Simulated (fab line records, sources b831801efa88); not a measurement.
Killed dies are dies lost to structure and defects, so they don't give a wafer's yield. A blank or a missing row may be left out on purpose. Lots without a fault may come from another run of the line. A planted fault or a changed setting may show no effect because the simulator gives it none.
One fault seen from 2 desks | flow sky130 | each desk has only its own numbers; what lay behind them comes last

THE TOOL OWNER'S DESK: wet_bench-04
The tool's own readings at SKY_GATE_OXIDE_WET_ETCH_12 (etches SiO2 in dHF, target depth 16.8 nm, time 336 s): means of the sampled wafers that have a number, for each lot that ran on this tool. A lot is out of limits, marked OUT, if its mean lies more than 4 standard deviations from the usual mean; the brackets give that distance.
Columns: A = run_length_s at SKY_GATE_OXIDE_WET_ETCH_12, usual 366 s
lot  | first seen here | A
L390 | day 15 22:20    | 365
L395 | day 16 16:15    | 196 (-45) OUT
L397 | day 17 18:20    | 201 (-43) OUT
L406 | day 20 14:29    | 370
This desk's finding: out of limits on L395, L397; first on L395, day 16 16:15 (run_length_s at SKY_GATE_OXIDE_WET_ETCH_12). In limits: L390, L406.

THE METROLOGY DESK
What the gauges read, lot by lot, whatever tool the lot ran on: means of the sampled wafers that have a number. A lot is out of limits, marked OUT, if its mean lies more than 4 standard deviations from the usual mean; the brackets give that distance.
Columns: A = VT_ADJUST_PCH_OVL at SKY_VT_ADJUST_PCH_OVL_MEAS_07, usual -0.1 nm; B = SONOS_TUNNEL_TW at SKY_SONOS_TUNNEL_TW_MEAS_12, usual 196.0
lot  | first seen here | A    | B
L387 | day 10 07:13    | -0.6 | 195.4
L390 | day 11 11:01    | -1.0 | 194.8
L391 | day 11 19:22    | -0.5 | 194.6
L395 | day 13 01:55    | 0.5  | 198.8
L396 | day 13 07:24    | 2.7  | 195.8
L397 | day 13 15:57    | -1.1 | 195.4
L399 | day 14 03:56    | -1.5 | 193.9
L401 | day 14 21:07    | -2.5 | 193.5
L404 | day 15 18:55    | 0.1  | 195.3
L405 | day 16 03:22    | -0.3 | 194.0
L406 | day 16 12:38    | 0.4  | 195.8
L407 | day 16 13:32    | 0.3  | 197.2
L408 | day 16 19:05    | -2.0 | 195.3
L410 | day 17 16:22    | 1.5  | 198.6
This desk's finding: nothing out of limits on any of the 14 lots.

PUT TOGETHER
The tool owner's desk could have raised an alarm at day 16 16:15, on L395, L397.
The metrology desk saw nothing out of limits.
The metrology desk has L395, L397 on record, within its limits.
Of the lots named, all ran SKY_GATE_OXIDE_WET_ETCH_12 on wet_bench-04.

WHAT THE SIMULATOR HAD PUT IN
Process parameter drift: wet_bench-04, from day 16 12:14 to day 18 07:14, at SKY_GATE_OXIDE_WET_ETCH_12. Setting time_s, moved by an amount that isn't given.
Lots struck among those shown: L395, L397.
Hours from the fault's start to each desk's first reading out of limits: the tool owner's desk, 4.
